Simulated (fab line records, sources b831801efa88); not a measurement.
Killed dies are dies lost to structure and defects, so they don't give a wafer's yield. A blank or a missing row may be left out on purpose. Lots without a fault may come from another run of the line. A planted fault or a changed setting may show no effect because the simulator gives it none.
Chamber matching | flow gf180mcu | GF_CONTACT_CMP_04 on cmp-01: 4 sister chambers
The step polishes SiO2. 4 wafers are shown with their chamber, then 9 later ones without.

WAFERS WITH THEIR CHAMBER
wafer  | chamber | motor_current_A (A)
L612.6 | 2       | 12.5
L616.1 | 1       | 9.4
L616.2 | 3       | 13.3
L616.3 | 0       | 13.0

WAFERS WITHOUT THEIR CHAMBER
wafer  | motor_current_A (A)
L618.1 | 9.6
L618.2 | 12.9
L618.5 | 13.1
L621.1 | 14.1
L621.3 | 10.0
L621.4 | 12.7
L623.4 | 13.0
L623.5 | 13.4
L623.6 | 9.9

WHICH CHAMBER EACH WENT THROUGH
wafer  | from the rows above          | in truth
L618.1 | 1                            | 1
L618.2 | can't be placed: 0 or 2 or 3 | 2
L618.5 | can't be placed: 0 or 3 or 2 | 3
L621.1 | can't be placed: 3 or 0      | 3
L621.3 | 1                            | 1
L621.4 | can't be placed: 2 or 0 or 3 | 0
L623.4 | can't be placed: 0 or 3 or 2 | 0
L623.5 | can't be placed: 3 or 0      | 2
L623.6 | 1                            | 1
Placed correctly: 3 of 9. Can't be placed from these rows: 6 (the true chamber is among the candidates in 5). Placed wrongly: 0.
How it was worked out, from the rows above alone: a wafer's distance from a chamber is the root of the sum, over the readings, of the square of ((its reading less the chamber's mean) divided by the reading's scatter). The wafer belongs to the nearest chamber; if the next one is less than 2 further off, it can't be placed. A chamber's mean is the mean of its shown wafers. The scatter: with one shown wafer a chamber, the root of the mean of the squares of how far each hidden wafer lies from its nearest shown one.
